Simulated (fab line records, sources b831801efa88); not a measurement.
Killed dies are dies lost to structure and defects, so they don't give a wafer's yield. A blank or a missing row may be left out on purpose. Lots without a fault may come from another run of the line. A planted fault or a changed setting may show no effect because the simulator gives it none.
Which tool did it? | flow gf180mcu | 10 lots, 30 wafers sampled, at 4 steps of a route of 602

WHAT THE GAUGES READ, wafer by wafer
GF_TOP_METAL_RS_MEAS_05: measures by four-point-probe.
lot  | measured     | on            | TOP_METAL_ALCU_RS (ohm/sq)
L413 | day 27 02:54 | film_metro-01 | 0.0325 0.0327 0.0326
L414 | day 27 09:22 | film_metro-02 | 0.0331 0.0328 0.0333
L419 | day 29 05:43 | film_metro-01 | 0.0331 0.0332 0.0330
L421 | day 29 16:19 | film_metro-02 | 0.0329 0.0327 0.0330
L425 | day 30 19:48 | film_metro-03 | 0.0329 0.0331 0.0331
L430 | day 32 06:45 | film_metro-02 | 0.0325 0.0367 0.0362
L431 | day 32 12:01 | film_metro-03 | 0.0330 0.0330 0.0332
L432 | day 32 19:35 | film_metro-02 | 0.0371 0.0333 0.0335
L433 | day 33 00:26 | film_metro-02 | 0.0333 0.0370 0.0330
L434 | day 33 10:54 | film_metro-01 | 0.0324 0.0323 0.0320

WHICH TOOL RAN EACH LOT (tool, then ch and the chambers of the sampled wafers, then the start)
lot  | GF_V5_ETCH_16                      | GF_V5_SPUTTER_21             | GF_TOP_METAL_SPUTTER_02
L413 | rie_diel-03 ch 0,1,3, day 27 01:18 | pvd_sputter-04, day 27 01:59 | pvd_sputter-01, day 27 02:49
L414 | rie_diel-01 ch 1,3, day 27 07:46   | pvd_sputter-04, day 27 08:28 | pvd_sputter-02, day 27 09:17
L419 | rie_diel-02 ch 0,1,2, day 29 04:05 | pvd_sputter-03, day 29 04:47 | pvd_sputter-02, day 29 05:37
L421 | rie_diel-02 ch 0,1,3, day 29 14:42 | pvd_sputter-04, day 29 15:23 | pvd_sputter-02, day 29 16:13
L425 | rie_diel-02 ch 0,1,2, day 30 18:12 | pvd_sputter-03, day 30 18:53 | pvd_sputter-02, day 30 19:43
L430 | rie_diel-03 ch 1,2, day 32 05:04   | pvd_sputter-01, day 32 05:50 | pvd_sputter-02, day 32 06:40
L431 | rie_diel-03 ch 1,2, day 32 10:25   | pvd_sputter-03, day 32 11:07 | pvd_sputter-03, day 32 11:56
L432 | rie_diel-02 ch 2,3, day 32 17:57   | pvd_sputter-03, day 32 18:38 | pvd_sputter-02, day 32 19:28
L433 | rie_diel-02 ch 0,1,2, day 32 22:48 | pvd_sputter-03, day 32 23:29 | pvd_sputter-02, day 33 00:19
L434 | rie_diel-02 ch 1,2,3, day 33 09:18 | pvd_sputter-01, day 33 09:59 | pvd_sputter-03, day 33 10:49
- GF_V5_ETCH_16: etches BARC in N2/H2.
- GF_V5_SPUTTER_21: material Ti, target thk 15 nm, time 80.02 s.
- GF_TOP_METAL_SPUTTER_02: material AlCu, target thk 900 nm, time 47.82 s.

THE ANSWER, worked out from the rows above alone
Rule: what is usual is taken from the lots themselves. Put in order of their means at a reading, lots are off if they are a third of the lots or fewer, leave a main group of 4 or more, and stand apart from it by a gap of 3 or more times the standard deviation of the main group's means; of several such gaps the widest counts. A main group whose means are all the same, to the digits that the tables above print for the reading, isn't used. A lot without any number at a reading at which 4 lots or more have one is off too. The other lots that the step has rows for count as sound.
Off: L430, L432, L433, at GF_TOP_METAL_RS_MEAS_05 (TOP_METAL_ALCU_RS). The main group: mean 0.0329 ohm/sq, standard deviation 0.0003.
A tool fits if, at a process step before that reading, it ran every lot that is off, and no sound lot after the first of them. The gauges at GF_TOP_METAL_RS_MEAS_05 are tried like those tools. Can't be told from this: 2 tools fit, pvd_sputter-02 at GF_TOP_METAL_SPUTTER_02, film_metro-02 at GF_TOP_METAL_RS_MEAS_05.

WHAT THE SIMULATOR HAD PUT IN
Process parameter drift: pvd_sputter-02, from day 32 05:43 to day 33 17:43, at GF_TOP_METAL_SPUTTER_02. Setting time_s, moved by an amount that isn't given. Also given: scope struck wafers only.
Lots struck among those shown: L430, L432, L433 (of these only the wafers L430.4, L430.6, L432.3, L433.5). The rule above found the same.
